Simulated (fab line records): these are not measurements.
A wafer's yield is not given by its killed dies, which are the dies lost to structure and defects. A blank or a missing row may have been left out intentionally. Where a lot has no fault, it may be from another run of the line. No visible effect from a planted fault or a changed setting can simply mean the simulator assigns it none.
fab line records | flow sky130
record lots=24 | wafers=72 | last_day=50
route steps=708 shown SONOS_ONO@183 LDD_LDN@296 SD_N@349 LI_CONTACT@375 METAL3@532 CAPM@539
lots that met no fault: from a run of the same line without faults
start_h: hours from the record's first day to the start of the lot's first wafer shown | wait_h: how many hours have passed since the lot's step before this one | " repeats the value in the row above | L1.1+2: several wafers, shown together as one row | - no value present, or no start provided | * or withheld: withheld | < > ~ a bound
route shown NAME@n: a module of which the file shows steps, and the number in the route of the first | usual: mean/standard deviation taken from wafers without a fault | same: alike in all rows | chamber/n: place in a boat | sites: per-site readings | _std_site: their standard deviation | _edge_site: outer sites' mean less inner sites' | radius_mm: for every site, how far away it sits from the centre of the wafer | mask NAME#n: copy n | behind: the tool/chamber that last shaped the wafer | hold: why the lot was held/for how many hours/how that ended | device: which transistor (n, p or np) failed to switch | end of line: tests run on the same wafers once the route is complete | a step given without rows: its recipe and nothing more | killed: at the first sort, the dies lost to defects and structure; wafer yield is something else | map: dies across one wafer; x = killed, . = not, _ = none there
set.NAME: setting as actually run; set.NAME@STEP: the setting as run at that earlier step | model.NAME: the simulator's own value behind a step, which no gauge read
route steps across a sampled set of lots; one table per step, one row per wafer
services: from which hour (start_h, from the record's first day; less than 0 if before it) a tool's chamber was out of use, for how many hours, and why
## steps
# step SKY_SONOS_ONO_ETCH_15
# recipe target_depth_nm=19.52 | chemistry=CHF3/O2 | source_w=600 | bias_w=200 | pressure_mtorr=40 | chf3_flow_sccm=50 | O2_flow_sccm=5 | time_s=7.8
# usual drypump_motor_current_A=5.5/0.4 | oes_product_au=1.001/0.017 | throttle_valve_pct=8.825/0.01
lot.wafer | tool        | chamber | start_h | wait_h | drypump_motor_current_A | oes_product_au | rf_hours_counter_h | throttle_valve_pct
L074.2    | rie_diel-04 | 1       | 270.82  | 0.0    | 5.4                     | 1.014          | 125                | 8.833
L074.3    | "           | 3       | "       | "      | 5.3                     | 1.013          | 6                  | 8.828
L074.5    | "           | 2       | "       | "      | 5.2                     | 1.005          | -                  | 8.824
L075.2    | rie_diel-02 | 1       | 272.27  | 0.0    | 5.2                     | 0.997          | 48                 | 8.829
L075.4    | "           | 0       | "       | "      | 5.0                     | 1.021          | 76                 | 8.835
L075.5    | "           | 1       | "       | "      | 5.2                     | 1.009          | -                  | 8.837
L076.1    | rie_diel-04 | 3       | 289.03  | 0.0    | 5.3                     | 1.027          | 6                  | 8.839
L076.4    | "           | 0       | "       | "      | 5.9                     | 0.999          | 6                  | 8.811
L076.5    | "           | 3       | "       | "      | 5.3                     | 1.018          | -                  | 8.822
L077.1    | rie_diel-04 | 2       | 311.42  | 0.0    | 5.2                     | 0.991          | 87                 | 8.829
L077.2    | "           | 0       | "       | "      | 5.9                     | 0.986          | 7                  | 8.800
L077.3    | "           | 3       | "       | "      | 5.3                     | 1.019          | 6                  | 8.817
L078.1    | rie_diel-01 | 0       | 314.07  | 0.0    | 5.5                     | 1.011          | 57                 | 8.833
L078.3    | "           | 1       | "       | "      | 5.0                     | 0.989          | 34                 | 8.841
L078.6    | "           | 0       | "       | "      | 5.5                     | 1.003          | -                  | 8.841
L080.2    | rie_diel-01 | 3       | 329.97  | 0.0    | 6.2                     | 0.987          | 13                 | 8.808
L080.5    | "           | 1       | "       | "      | 5.0                     | 0.982          | -                  | 8.818
L080.6    | "           | 2       | "       | "      | 5.5                     | 0.989          | -                  | 8.812
L079.3    | rie_diel-04 | 1       | 330.27  | 0.0    | 5.3                     | 0.987          | 0                  | 8.818
L079.5    | "           | 3       | "       | "      | 5.3                     | 1.015          | -                  | 8.825
L079.6    | "           | 2       | "       | "      | 5.2                     | 1.006          | -                  | 8.840
L081.2    | rie_diel-02 | 2       | 338.68  | 0.0    | 6.2                     | 0.988          | 82                 | 8.819
L081.4    | "           | 0       | "       | "      | 5.0                     | 1.029          | 77                 | 8.831
L081.6    | "           | 2       | "       | "      | 6.2                     | 0.984          | -                  | 8.822
L082.1    | rie_diel-02 | 1       | 344.72  | 0.0    | 5.2                     | 0.999          | 50                 | 8.831
L082.2    | "           | 3       | "       | "      | 5.7                     | 1.023          | 105                | 8.827
L082.3    | "           | 2       | "       | "      | 6.2                     | 0.991          | 82                 | 8.806
L083.1    | rie_diel-02 | 1       | 349.42  | 0.0    | 5.2                     | 0.991          | 50                 | 8.827
L083.4    | "           | 0       | "       | "      | 5.0                     | 1.012          | 77                 | 8.841
L083.5    | "           | 3       | "       | "      | 5.7                     | 1.011          | -                  | 8.836
L084.2    | rie_diel-04 | 3       | 361.17  | 0.0    | 5.3                     | 1.013          | 7                  | 8.834
L084.4    | "           | 2       | "       | "      | 5.2                     | 1.006          | 88                 | 8.827
L084.5    | "           | 3       | "       | "      | 5.3                     | 1.021          | -                  | 8.826
L085.3    | rie_diel-04 | 0       | 366.47  | 0.0    | 5.9                     | 0.987          | 7                  | 8.838
L085.4    | "           | 3       | "       | "      | 5.3                     | 1.018          | 7                  | 8.840
L085.5    | "           | 3       | "       | "      | 5.3                     | 1.025          | -                  | 8.842
L086.1    | rie_diel-02 | 2       | 374.67  | 0.0    | 6.2                     | 0.982          | 83                 | 8.824
L086.2    | "           | 3       | "       | "      | 5.7                     | 1.019          | 106                | 8.832
L086.4    | "           | 0       | "       | "      | 5.0                     | 1.017          | 78                 | 8.819
L087.4    | rie_diel-04 | 3       | 381.13  | 0.0    | 5.3                     | 1.001          | -                  | 8.830
L087.5    | "           | 0       | "       | "      | 5.9                     | 0.985          | -                  | 8.807
L087.6    | "           | 2       | "       | "      | 5.2                     | 0.998          | -                  | 8.828
L088.1    | rie_diel-02 | 3       | 389.52  | 0.0    | 5.7                     | 1.025          | 106                | 8.830
L088.5    | "           | 0       | "       | "      | 5.0                     | 1.021          | -                  | 8.825
L088.6    | "           | 3       | "       | "      | 5.7                     | 1.032          | -                  | 8.836
L089.2    | rie_diel-04 | 2       | 390.92  | 0.0    | 5.2                     | 1.006          | 88                 | 8.842
L089.4    | "           | 0       | "       | "      | 5.9                     | 0.984          | -                  | 8.825
L089.5    | "           | 2       | "       | "      | 5.2                     | 1.009          | -                  | 8.827
L090.1    | rie_diel-02 | 2       | 405.03  | 0.0    | 6.2                     | 0.989          | 84                 | 8.824
L090.2    | "           | 1       | "       | "      | 5.3                     | 1.005          | 51                 | 8.839
L090.6    | "           | 0       | "       | "      | 5.0                     | 1.026          | -                  | 8.838
L091.1    | rie_diel-02 | 3       | 414.17  | 0.0    | 5.7                     | 1.016          | 106                | 8.815
L091.3    | "           | 2       | "       | "      | 6.2                     | 0.982          | 84                 | 8.823
L091.5    | "           | 3       | "       | "      | 5.7                     | 1.017          | -                  | 8.823
L092.2    | rie_diel-01 | 1       | 426.82  | 0.0    | 5.0                     | 0.973          | 37                 | 8.815
L092.3    | "           | 2       | "       | "      | 5.4                     | 0.973          | 95                 | 8.809
L092.4    | "           | 3       | "       | "      | 6.2                     | 0.991          | 15                 | 8.820
L093.1    | rie_diel-01 | 0       | 437.75  | 0.0    | 5.5                     | 0.998          | 59                 | 8.843
L093.4    | "           | 3       | "       | "      | 6.2                     | 0.984          | 15                 | 8.819
L093.5    | "           | 2       | "       | "      | 5.5                     | 0.985          | -                  | 8.821
L095.2    | rie_diel-02 | 2       | 464.42  | 0.0    | 6.2                     | 0.986          | 85                 | 8.811
L095.5    | "           | 0       | "       | "      | 5.0                     | 1.017          | -                  | 8.834
L095.6    | "           | 3       | "       | "      | 5.7                     | 1.002          | -                  | 8.819
L096.1    | rie_diel-01 | 3       | 464.72  | 0.0    | 6.2                     | 0.983          | 16                 | 8.815
L096.3    | "           | 0       | "       | "      | 5.5                     | 1.011          | 60                 | 8.815
L096.5    | "           | 2       | "       | "      | 5.4                     | 0.980          | -                  | 8.831
L094.1    | rie_diel-04 | 3       | 464.83  | 0.0    | 5.3                     | 1.001          | 9                  | 8.818
L094.4    | "           | 2       | "       | "      | 5.2                     | 0.992          | -                  | 8.823
L094.5    | "           | 0       | "       | "      | 5.9                     | 0.987          | -                  | 8.816
L097.2    | rie_diel-01 | 2       | 468.33  | 0.0    | 5.4                     | 0.973          | 96                 | 8.824
L097.3    | "           | 0       | "       | "      | 5.5                     | 1.006          | 60                 | 8.831
L097.5    | "           | 0       | "       | "      | 5.5                     | 1.002          | -                  | 8.821
# step SKY_LDD_LDN_OVL_MEAS_07
# usual LDD_LDN_OVL=-1.4/1.4
lot.wafer | tool       | chamber | start_h | wait_h | LDD_LDN_OVL[nm]
L075.2    | overlay-02 | -       | 515.87  | 0.1    | -0.1
L075.4    | "          | -       | "       | "      | -1.8
L075.5    | "          | -       | "       | "      | 0.4
L074.2    | overlay-01 | -       | 516.47  | 0.1    | -0.9
L074.3    | "          | -       | "       | "      | -1.2
L074.5    | "          | -       | "       | "      | -1.9
L076.1    | overlay-01 | -       | 536.61  | 0.1    | -0.3
L076.4    | "          | -       | "       | "      | 0.3
L076.5    | "          | -       | "       | "      | 0.0
L077.1    | overlay-01 | -       | 557.31  | 0.1    | -1.3
L077.2    | "          | -       | "       | "      | -1.2
L077.3    | "          | -       | "       | "      | 0.5
L078.1    | overlay-01 | -       | 565.51  | 0.1    | -0.3
L078.3    | "          | -       | "       | "      | -2.1
L078.6    | "          | -       | "       | "      | -1.6
L080.2    | overlay-02 | -       | 578.32  | 0.1    | -0.4
L080.5    | "          | -       | "       | "      | -0.7
L080.6    | "          | -       | "       | "      | -0.5
L079.3    | overlay-02 | -       | 580.33  | 0.1    | -0.6
L079.5    | "          | -       | "       | "      | -1.9
L079.6    | "          | -       | "       | "      | -1.6
L081.2    | overlay-01 | -       | 587.12  | 0.1    | -2.4
L081.4    | "          | -       | "       | "      | -4.1
L081.6    | "          | -       | "       | "      | -3.5
L082.1    | overlay-02 | -       | 591.17  | 0.1    | 0.4
L082.2    | "          | -       | "       | "      | 0.7
L082.3    | "          | -       | "       | "      | 0.6
L083.1    | overlay-02 | -       | 603.72  | 0.1    | -2.0
L083.4    | "          | -       | "       | "      | -2.2
L083.5    | "          | -       | "       | "      | -1.7
L084.2    | overlay-02 | -       | 618.37  | 0.1    | -1.5
L084.4    | "          | -       | "       | "      | -1.0
L084.5    | "          | -       | "       | "      | -2.3
L085.3    | overlay-01 | -       | 618.47  | 0.1    | -3.6
L085.4    | "          | -       | "       | "      | -2.5
L085.5    | "          | -       | "       | "      | -3.0
L086.1    | overlay-01 | -       | 630.71  | 0.1    | 1.7
L086.2    | "          | -       | "       | "      | 1.0
L086.4    | "          | -       | "       | "      | -0.2
L087.4    | overlay-01 | -       | 637.63  | 0.1    | -1.4
L087.5    | "          | -       | "       | "      | 0.0
L087.6    | "          | -       | "       | "      | -2.0
L088.1    | overlay-01 | -       | 644.36  | 0.1    | -0.6
L088.5    | "          | -       | "       | "      | -1.2
L088.6    | "          | -       | "       | "      | -2.0
L089.2    | overlay-02 | -       | 646.72  | 0.1    | -1.8
L089.4    | "          | -       | "       | "      | -2.4
L089.5    | "          | -       | "       | "      | -1.5
L090.1    | overlay-01 | -       | 657.06  | 0.1    | -2.9
L090.2    | "          | -       | "       | "      | -4.3
L090.6    | "          | -       | "       | "      | -1.8
L091.1    | overlay-01 | -       | 662.71  | 0.1    | -2.2
L091.3    | "          | -       | "       | "      | -2.5
L091.5    | "          | -       | "       | "      | -2.1
L092.2    | overlay-02 | -       | 678.27  | 0.1    | -2.0
L092.3    | "          | -       | "       | "      | -1.6
L092.4    | "          | -       | "       | "      | -1.3
L093.1    | overlay-01 | -       | 700.16  | 0.1    | -2.2
L093.4    | "          | -       | "       | "      | -3.7
L093.5    | "          | -       | "       | "      | -1.8
L096.1    | overlay-02 | -       | 710.96  | 0.1    | -2.7
L096.3    | "          | -       | "       | "      | -0.1
L096.5    | "          | -       | "       | "      | -0.2
L095.2    | overlay-02 | -       | 711.27  | 0.1    | -1.9
L095.5    | "          | -       | "       | "      | -1.9
L095.6    | "          | -       | "       | "      | -2.4
L094.1    | overlay-01 | -       | 713.82  | 0.1    | -2.0
L094.4    | "          | -       | "       | "      | -0.1
L094.5    | "          | -       | "       | "      | -0.8
L097.2    | overlay-02 | -       | 717.17  | 0.1    | -4.5
L097.3    | "          | -       | "       | "      | -3.8
L097.5    | "          | -       | "       | "      | -2.5
# step SKY_SD_N_CD_MEAS_07
# recipe target_cd_nm=380
# usual cd_nm=380.3/2.7
lot.wafer | tool      | chamber | start_h | wait_h | cd_nm
L075.2    | cd_sem-02 | -       | 636.08  | 0.1    | 380.2
L075.4    | "         | -       | "       | "      | 382.2
L075.5    | "         | -       | "       | "      | 380.6
L074.2    | cd_sem-02 | -       | 638.23  | 0.1    | 382.2
L074.3    | "         | -       | "       | "      | 381.7
L074.5    | "         | -       | "       | "      | 380.3
L076.1    | cd_sem-01 | -       | 655.81  | 0.1    | 382.6
L076.4    | "         | -       | "       | "      | 381.1
L076.5    | "         | -       | "       | "      | 380.1
L077.1    | cd_sem-02 | -       | 675.66  | 0.1    | 384.1
L077.2    | "         | -       | "       | "      | 385.3
L077.3    | "         | -       | "       | "      | 384.2
L078.1    | cd_sem-01 | -       | 683.96  | 0.1    | 383.0
L078.3    | "         | -       | "       | "      | 382.7
L078.6    | "         | -       | "       | "      | 383.9
L080.2    | cd_sem-02 | -       | 695.39  | 0.1    | 382.8
L080.5    | "         | -       | "       | "      | 378.1
L080.6    | "         | -       | "       | "      | 381.6
L079.3    | cd_sem-02 | -       | 697.11  | 0.1    | 383.2
L079.5    | "         | -       | "       | "      | 385.0
L079.6    | "         | -       | "       | "      | 381.0
L081.2    | cd_sem-02 | -       | 704.13  | 0.1    | 382.2
L081.4    | "         | -       | "       | "      | 378.8
L081.6    | "         | -       | "       | "      | 380.0
L082.1    | cd_sem-01 | -       | 707.16  | 0.1    | 375.1
L082.2    | "         | -       | "       | "      | 376.8
L082.3    | "         | -       | "       | "      | 375.8
L083.1    | cd_sem-02 | -       | 720.02  | 0.1    | 380.9
L083.4    | "         | -       | "       | "      | 381.4
L083.5    | "         | -       | "       | "      | 382.3
L084.2    | cd_sem-02 | -       | 732.98  | 0.1    | 378.3
L084.4    | "         | -       | "       | "      | 377.0
L084.5    | "         | -       | "       | "      | 376.7
L085.3    | cd_sem-02 | -       | 734.81  | 0.1    | 377.0
L085.4    | "         | -       | "       | "      | 379.1
L085.5    | "         | -       | "       | "      | 377.8
L086.1    | cd_sem-02 | -       | 744.37  | 0.1    | 377.1
L086.2    | "         | -       | "       | "      | 378.1
L086.4    | "         | -       | "       | "      | 378.7
L087.4    | cd_sem-01 | -       | 752.67  | 0.1    | 378.7
L087.5    | "         | -       | "       | "      | 378.3
L087.6    | "         | -       | "       | "      | 378.6
L088.1    | cd_sem-02 | -       | 757.41  | 0.1    | 380.1
L088.5    | "         | -       | "       | "      | 382.8
L088.6    | "         | -       | "       | "      | 380.4
L089.2    | cd_sem-01 | -       | 758.73  | 0.1    | 380.5
L089.4    | "         | -       | "       | "      | 379.5
L089.5    | "         | -       | "       | "      | 377.8
L090.1    | cd_sem-01 | -       | 769.78  | 0.1    | 378.7
L090.2    | "         | -       | "       | "      | 377.3
L090.6    | "         | -       | "       | "      | 381.8
L091.1    | cd_sem-01 | -       | 775.56  | 0.1    | 374.4
L091.3    | "         | -       | "       | "      | 375.6
L091.5    | "         | -       | "       | "      | 377.5
L092.2    | cd_sem-02 | -       | 788.98  | 0.1    | 377.0
L092.3    | "         | -       | "       | "      | 377.5
L092.4    | "         | -       | "       | "      | 381.4
L093.1    | cd_sem-02 | -       | 811.32  | 0.1    | 380.4
L093.4    | "         | -       | "       | "      | 379.5
L093.5    | "         | -       | "       | "      | 380.2
L095.2    | cd_sem-01 | -       | 819.38  | 0.1    | 378.7
L095.5    | "         | -       | "       | "      | 379.2
L095.6    | "         | -       | "       | "      | 378.4
L096.1    | cd_sem-01 | -       | 820.06  | 0.1    | 387.7
L096.3    | "         | -       | "       | "      | 385.6
L096.5    | "         | -       | "       | "      | 385.9
L094.1    | cd_sem-01 | -       | 823.56  | 0.1    | 383.1
L094.4    | "         | -       | "       | "      | 381.5
L094.5    | "         | -       | "       | "      | 382.0
L097.2    | cd_sem-01 | -       | 826.58  | 0.1    | 380.2
L097.3    | "         | -       | "       | "      | 379.5
L097.5    | "         | -       | "       | "      | 379.9
# step SKY_LI_CONTACT_OVL_MEAS_13
# usual LI_CONTACT_OVL=-1/5.2
lot.wafer | tool       | chamber | start_h | wait_h | LI_CONTACT_OVL[nm]
L075.2    | overlay-02 | -       | 666.54  | 0.1    | 2
L075.4    | "          | -       | "       | "      | -5
L075.5    | "          | -       | "       | "      | 3
L074.2    | overlay-01 | -       | 669.14  | 0.1    | 0
L074.3    | "          | -       | "       | "      | 3
L074.5    | "          | -       | "       | "      | 5
L076.1    | overlay-02 | -       | 686.28  | 0.1    | -7
L076.4    | "          | -       | "       | "      | -3
L076.5    | "          | -       | "       | "      | -3
L077.1    | overlay-02 | -       | 705.47  | 0.1    | -4
L077.2    | "          | -       | "       | "      | -6
L077.3    | "          | -       | "       | "      | -7
L078.1    | overlay-01 | -       | 713.52  | 0.1    | 2
L078.3    | "          | -       | "       | "      | 5
L078.6    | "          | -       | "       | "      | -2
L080.2    | overlay-02 | -       | 724.79  | 0.1    | -4
L080.5    | "          | -       | "       | "      | -2
L080.6    | "          | -       | "       | "      | 2
L079.3    | overlay-02 | -       | 726.08  | 0.1    | -8
L079.5    | "          | -       | "       | "      | 1
L079.6    | "          | -       | "       | "      | -9
L081.2    | overlay-01 | -       | 734.13  | 0.1    | 7
L081.4    | "          | -       | "       | "      | 0
L081.6    | "          | -       | "       | "      | -1
L082.1    | overlay-02 | -       | 736.82  | 0.1    | 2
L082.2    | "          | -       | "       | "      | 0
L082.3    | "          | -       | "       | "      | 3
L083.1    | overlay-01 | -       | 749.23  | 0.1    | 3
L083.4    | "          | -       | "       | "      | 5
L083.5    | "          | -       | "       | "      | -2
L084.2    | overlay-02 | -       | 761.58  | 0.1    | 1
L084.4    | "          | -       | "       | "      | 10
L084.5    | "          | -       | "       | "      | 2
L085.3    | overlay-01 | -       | 763.04  | 0.1    | 2
L085.4    | "          | -       | "       | "      | 4
L085.5    | "          | -       | "       | "      | 0
L086.1    | overlay-01 | -       | 773.48  | 0.1    | 1
L086.2    | "          | -       | "       | "      | -1
L086.4    | "          | -       | "       | "      | 5
L087.4    | overlay-02 | -       | 781.20  | 0.1    | 0
L087.5    | "          | -       | "       | "      | 4
L087.6    | "          | -       | "       | "      | 4
L088.1    | overlay-02 | -       | 785.83  | 0.1    | 0
L088.5    | "          | -       | "       | "      | 6
L088.6    | "          | -       | "       | "      | 5
L089.2    | overlay-02 | -       | 787.09  | 0.1    | -6
L089.4    | "          | -       | "       | "      | -9
L089.5    | "          | -       | "       | "      | -9
L090.1    | overlay-02 | -       | 798.48  | 0.1    | -3
L090.2    | "          | -       | "       | "      | -4
L090.6    | "          | -       | "       | "      | -4
L091.1    | overlay-01 | -       | 802.88  | 0.1    | 8
L091.3    | "          | -       | "       | "      | -2
L091.5    | "          | -       | "       | "      | 2
L092.2    | overlay-02 | -       | 816.64  | 0.1    | -8
L092.3    | "          | -       | "       | "      | -4
L092.4    | "          | -       | "       | "      | -13
L093.1    | overlay-02 | -       | 839.88  | 0.1    | 1
L093.4    | "          | -       | "       | "      | 7
L093.5    | "          | -       | "       | "      | 2
L095.2    | overlay-02 | -       | 847.64  | 0.1    | 2
L095.5    | "          | -       | "       | "      | 1
L095.6    | "          | -       | "       | "      | 9
L096.1    | overlay-01 | -       | 848.37  | 0.1    | -4
L096.3    | "          | -       | "       | "      | -3
L096.5    | "          | -       | "       | "      | 2
L094.1    | overlay-01 | -       | 851.83  | 0.1    | -9
L094.4    | "          | -       | "       | "      | -4
L094.5    | "          | -       | "       | "      | -11
L097.2    | overlay-01 | -       | 855.09  | 0.1    | -6
L097.3    | "          | -       | "       | "      | -2
L097.5    | "          | -       | "       | "      | 0
# step SKY_METAL3_SPUTTER_00
# recipe material=Ti | target_thk_nm=15 | power_w=3000 | time_s=10 | chamber_pressure_pa=0.4
# usual throttle_valve_pct=29.9/1.1
lot.wafer | tool           | chamber | start_h | wait_h | throttle_valve_pct
L075.2    | pvd_sputter-02 | -       | 838.49  | 0.1    | 28.6
L075.4    | "              | -       | "       | "      | 32.0
L075.5    | "              | -       | "       | "      | 30.5
L074.2    | pvd_sputter-01 | -       | 843.46  | 0.1    | 29.6
L074.3    | "              | -       | "       | "      | 31.3
L074.5    | "              | -       | "       | "      | 31.1
L076.1    | pvd_sputter-02 | -       | 857.23  | 0.2    | 31.0
L076.4    | "              | -       | "       | "      | 30.4
L076.5    | "              | -       | "       | "      | 32.4
L077.1    | pvd_sputter-02 | -       | 875.68  | 0.2    | 28.6
L077.2    | "              | -       | "       | "      | 32.1
L077.3    | "              | -       | "       | "      | 31.0
L078.1    | pvd_sputter-03 | -       | 883.58  | 0.2    | 27.7
L078.3    | "              | -       | "       | "      | 30.0
L078.6    | "              | -       | "       | "      | 30.1
L080.2    | pvd_sputter-02 | -       | 893.69  | 0.1    | 32.2
L080.5    | "              | -       | "       | "      | 30.5
L080.6    | "              | -       | "       | "      | 30.7
L079.3    | pvd_sputter-03 | -       | 894.39  | 0.2    | 29.6
L079.5    | "              | -       | "       | "      | 30.2
L079.6    | "              | -       | "       | "      | 29.6
L081.2    | pvd_sputter-03 | -       | 899.69  | 0.2    | 29.7
L081.4    | "              | -       | "       | "      | 27.5
L081.6    | "              | -       | "       | "      | 29.5
L082.1    | pvd_sputter-03 | -       | 903.39  | 0.1    | 30.3
L082.2    | "              | -       | "       | "      | 29.3
L082.3    | "              | -       | "       | "      | 29.7
L083.1    | pvd_sputter-01 | -       | 915.28  | 0.1    | 29.4
L083.4    | "              | -       | "       | "      | 29.2
L083.5    | "              | -       | "       | "      | 30.7
L084.2    | pvd_sputter-01 | -       | 926.72  | 0.2    | 29.6
L084.4    | "              | -       | "       | "      | 31.0
L084.5    | "              | -       | "       | "      | 29.3
L085.3    | pvd_sputter-01 | -       | 927.78  | 0.2    | 29.5
L085.4    | "              | -       | "       | "      | 31.0
L085.5    | "              | -       | "       | "      | 29.0
L086.1    | pvd_sputter-03 | -       | 939.83  | 0.2    | 29.9
L086.2    | "              | -       | "       | "      | 29.2
L086.4    | "              | -       | "       | "      | 30.0
L087.4    | pvd_sputter-03 | -       | 945.03  | 0.2    | 27.6
L087.5    | "              | -       | "       | "      | 29.7
L087.6    | "              | -       | "       | "      | 27.8
L088.1    | pvd_sputter-03 | -       | 949.39  | 0.2    | 29.1
L088.5    | "              | -       | "       | "      | 27.7
L088.6    | "              | -       | "       | "      | 29.8
L089.2    | pvd_sputter-01 | -       | 950.94  | 0.1    | 31.0
L089.4    | "              | -       | "       | "      | 31.0
L089.5    | "              | -       | "       | "      | 31.0
L090.1    | pvd_sputter-01 | -       | 960.03  | 0.1    | 28.9
L090.2    | "              | -       | "       | "      | 29.7
L090.6    | "              | -       | "       | "      | 30.9
L091.1    | pvd_sputter-02 | -       | 966.47  | 0.2    | 28.5
L091.3    | "              | -       | "       | "      | 32.1
L091.5    | "              | -       | "       | "      | 31.0
L092.2    | pvd_sputter-03 | -       | 978.40  | 0.1    | 29.9
L092.3    | "              | -       | "       | "      | 27.5
L092.4    | "              | -       | "       | "      | 29.2
L093.1    | pvd_sputter-03 | -       | 998.81  | 0.1    | 29.5
L093.4    | "              | -       | "       | "      | 30.0
L093.5    | "              | -       | "       | "      | 29.8
L095.2    | pvd_sputter-02 | -       | 1005.29 | 0.2    | 28.4
L095.5    | "              | -       | "       | "      | 32.1
L095.6    | "              | -       | "       | "      | 30.7
L096.1    | pvd_sputter-03 | -       | 1007.14 | 0.1    | 30.0
L096.3    | "              | -       | "       | "      | 29.6
L096.5    | "              | -       | "       | "      | 29.5
L094.1    | pvd_sputter-03 | -       | 1009.30 | 0.2    | 29.7
L094.4    | "              | -       | "       | "      | 29.5
L094.5    | "              | -       | "       | "      | 30.2
L097.2    | pvd_sputter-01 | -       | 1013.35 | 0.1    | 30.8
L097.3    | "              | -       | "       | "      | 29.2
L097.5    | "              | -       | "       | "      | 31.0
# step SKY_CAPM_SPUTTER_02
# recipe material=TiN | target_thk_nm=200 | temp_c=300 | power_w=6500 | time_s=166.7 | chamber_pressure_pa=0.4
# usual throttle_valve_pct=29.3/1.1
lot.wafer | tool           | chamber | start_h | wait_h | throttle_valve_pct
L075.2    | pvd_sputter-03 | -       | 838.73  | 0.0    | 29.6
L075.4    | "              | -       | "       | "      | 27.8
L075.5    | "              | -       | "       | "      | 27.4
L074.2    | pvd_sputter-04 | -       | 843.69  | 0.0    | 29.3
L074.3    | "              | -       | "       | "      | 30.4
L074.5    | "              | -       | "       | "      | 30.5
L076.1    | pvd_sputter-04 | -       | 857.46  | 0.1    | 29.8
L076.4    | "              | -       | "       | "      | 29.2
L076.5    | "              | -       | "       | "      | 29.8
L077.1    | pvd_sputter-04 | -       | 875.92  | 0.1    | 27.5
L077.2    | "              | -       | "       | "      | 30.4
L077.3    | "              | -       | "       | "      | 29.7
L078.1    | pvd_sputter-04 | -       | 883.81  | 0.1    | 30.3
L078.3    | "              | -       | "       | "      | 29.3
L078.6    | "              | -       | "       | "      | 27.5
L080.2    | pvd_sputter-04 | -       | 893.93  | 0.0    | 29.6
L080.5    | "              | -       | "       | "      | 30.4
L080.6    | "              | -       | "       | "      | 27.6
L079.3    | pvd_sputter-03 | -       | 894.62  | 0.0    | 27.8
L079.5    | "              | -       | "       | "      | 29.6
L079.6    | "              | -       | "       | "      | 27.8
L081.2    | pvd_sputter-04 | -       | 899.94  | 0.0    | 29.9
L081.4    | "              | -       | "       | "      | 30.3
L081.6    | "              | -       | "       | "      | 29.3
L082.1    | pvd_sputter-04 | -       | 903.63  | 0.1    | 29.1
L082.2    | "              | -       | "       | "      | 27.3
L082.3    | "              | -       | "       | "      | 30.0
L083.1    | pvd_sputter-03 | -       | 915.52  | 0.1    | 27.7
L083.4    | "              | -       | "       | "      | 29.5
L083.5    | "              | -       | "       | "      | 27.7
L084.2    | pvd_sputter-04 | -       | 926.95  | 0.0    | 29.3
L084.4    | "              | -       | "       | "      | 27.4
L084.5    | "              | -       | "       | "      | 29.2
L085.3    | pvd_sputter-04 | -       | 928.02  | 0.0    | 29.2
L085.4    | "              | -       | "       | "      | 27.5
L085.5    | "              | -       | "       | "      | 29.2
L086.1    | pvd_sputter-04 | -       | 940.08  | 0.1    | 29.2
L086.2    | "              | -       | "       | "      | 30.5
L086.4    | "              | -       | "       | "      | 27.5
L087.4    | pvd_sputter-01 | -       | 945.26  | 0.0    | 31.1
L087.5    | "              | -       | "       | "      | 30.9
L087.6    | "              | -       | "       | "      | 30.6
L088.1    | pvd_sputter-04 | -       | 949.63  | 0.1    | 30.6
L088.5    | "              | -       | "       | "      | 27.6
L088.6    | "              | -       | "       | "      | 30.3
L089.2    | pvd_sputter-03 | -       | 951.17  | 0.0    | 30.0
L089.4    | "              | -       | "       | "      | 29.6
L089.5    | "              | -       | "       | "      | 27.7
L090.1    | pvd_sputter-04 | -       | 960.26  | 0.1    | 29.0
L090.2    | "              | -       | "       | "      | 27.4
L090.6    | "              | -       | "       | "      | 27.4
L091.1    | pvd_sputter-01 | -       | 966.70  | 0.1    | 29.1
L091.3    | "              | -       | "       | "      | 30.7
L091.5    | "              | -       | "       | "      | 29.1
L092.2    | pvd_sputter-04 | -       | 978.63  | 0.0    | 30.3
L092.3    | "              | -       | "       | "      | 29.2
L092.4    | "              | -       | "       | "      | 29.9
L093.1    | pvd_sputter-01 | -       | 999.05  | 0.1    | 30.8
L093.4    | "              | -       | "       | "      | 30.8
L093.5    | "              | -       | "       | "      | 31.0
L095.2    | pvd_sputter-03 | -       | 1005.54 | 0.0    | 29.9
L095.5    | "              | -       | "       | "      | 29.8
L095.6    | "              | -       | "       | "      | 29.8
L096.1    | pvd_sputter-04 | -       | 1007.38 | 0.1    | 27.2
L096.3    | "              | -       | "       | "      | 29.2
L096.5    | "              | -       | "       | "      | 29.2
L094.1    | pvd_sputter-04 | -       | 1009.54 | 0.1    | 29.0
L094.4    | "              | -       | "       | "      | 29.8
L094.5    | "              | -       | "       | "      | 27.4
L097.2    | pvd_sputter-03 | -       | 1013.58 | 0.0    | 29.8
L097.3    | "              | -       | "       | "      | 27.9
L097.5    | "              | -       | "       | "      | 28.0
## services
tool           | chamber | start_h | hours | kind
pvd_sputter-03 | -       | 280.75  | 1.6   | repair
pvd_sputter-03 | -       | 291.86  | 0.5   | repair
pvd_sputter-04 | -       | 479.59  | 3.9   | repair
pvd_sputter-01 | -       | 560.41  | 3.5   | repair
pvd_sputter-01 | -       | 565.64  | 6.3   | repair
pvd_sputter-04 | -       | 588.18  | 1.5   | repair
pvd_sputter-01 | -       | 598.13  | 4.8   | repair
pvd_sputter-04 | -       | 614.46  | 0.9   | repair
pvd_sputter-04 | -       | 621.16  | 1.2   | repair
pvd_sputter-01 | -       | 624.95  | 0.8   | repair
pvd_sputter-03 | -       | 644.03  | 2.0   | repair
pvd_sputter-01 | -       | 657.13  | 1.9   | repair
pvd_sputter-03 | -       | 703.65  | 0.5   | repair
pvd_sputter-03 | -       | 712.58  | 5.7   | repair
pvd_sputter-01 | -       | 725.88  | 4.9   | repair
pvd_sputter-01 | -       | 734.98  | 5.4   | repair
pvd_sputter-04 | -       | 803.63  | 4.1   | repair
pvd_sputter-03 | -       | 821.30  | 1.0   | repair
pvd_sputter-03 | -       | 844.45  | 10.9  | repair
pvd_sputter-04 | -       | 848.05  | 0.5   | repair
pvd_sputter-01 | -       | 880.90  | 1.8   | repair
pvd_sputter-04 | -       | 885.90  | 6.6   | repair
pvd_sputter-01 | -       | 893.30  | 2.2   | repair
pvd_sputter-04 | -       | 964.62  | 3.7   | repair
## key
fault none
